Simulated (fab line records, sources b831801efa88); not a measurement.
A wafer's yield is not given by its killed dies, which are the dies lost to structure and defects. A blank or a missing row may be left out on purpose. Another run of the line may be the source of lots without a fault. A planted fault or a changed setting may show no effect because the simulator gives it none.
Which tool did it? || flow sky130 || 18 wafers from 6 lots sampled at 2 of the route's 708 steps

== WHAT EACH GAUGE READ, for each wafer ==
SKY_POLY_GATE_CD_MEAS_13: the cd target is 150 nm.
{"lot": "L839", "measured": "day 17 06:57", "on": "cdSem-02", "cdNm (nm)": "150.7 151.6 151.4"}
{"lot": "L842", "measured": "day 18 19:34", "on": "cdSem-01", "cdNm (nm)": "150.7 149.1 149.5"}
{"lot": "L846", "measured": "day 20 02:47", "on": "cdSem-02", "cdNm (nm)": "151.4 151.0 151.0"}
{"lot": "L848", "measured": "day 20 19:50", "on": "cdSem-01", "cdNm (nm)": "152.5 151.7 152.1"}
{"lot": "L857", "measured": "day 23 22:40", "on": "cdSem-02", "cdNm (nm)": "150.1 150.3 149.5"}
{"lot": "L858", "measured": "day 24 05:23", "on": "cdSem-01", "cdNm (nm)": "149.4 151.0 150.2"}

== EACH LOT AND THE TOOL THAT RAN IT (in order: tool; ch and the chambers of the sampled wafers; start) ==
{"lot": "L839", "SKY_POLY_GATE_EXPOSE_10": "krfScanner-01 ch 0, day 16 17:30"}
{"lot": "L842", "SKY_POLY_GATE_EXPOSE_10": "krfScanner-01 ch 0, day 18 04:58"}
{"lot": "L846", "SKY_POLY_GATE_EXPOSE_10": "krfScanner-02 ch 0, day 19 11:43"}
{"lot": "L848", "SKY_POLY_GATE_EXPOSE_10": "krfScanner-02 ch 0, day 20 04:58"}
{"lot": "L857", "SKY_POLY_GATE_EXPOSE_10": "krfScanner-01 ch 0, day 23 07:32"}
{"lot": "L858", "SKY_POLY_GATE_EXPOSE_10": "krfScanner-02 ch 0, day 23 14:51"}
- SKY_POLY_GATE_EXPOSE_10: exposes mask P1M, target cd 150 nm.

== THE ANSWER, worked out from the rows above alone ==
Rule: the usual values come from the lots themselves. The widest of any qualifying gaps counts: lots, ordered by their means at a reading, are off when they make up no more than a third of the lots, leave a main group of 4 or more, and stand apart from it by 3 or more times the standard deviation of that group's means. Not used: any main group whose means are identical at the precision the tables above print for the reading. A lot without any number at a reading at which 4 lots or more have one is off too. The other lots that the step has rows for count as sound.
No lot is off at any reading shown: from this, nothing can be told.

== WHAT THE SIMULATOR PUT IN ==
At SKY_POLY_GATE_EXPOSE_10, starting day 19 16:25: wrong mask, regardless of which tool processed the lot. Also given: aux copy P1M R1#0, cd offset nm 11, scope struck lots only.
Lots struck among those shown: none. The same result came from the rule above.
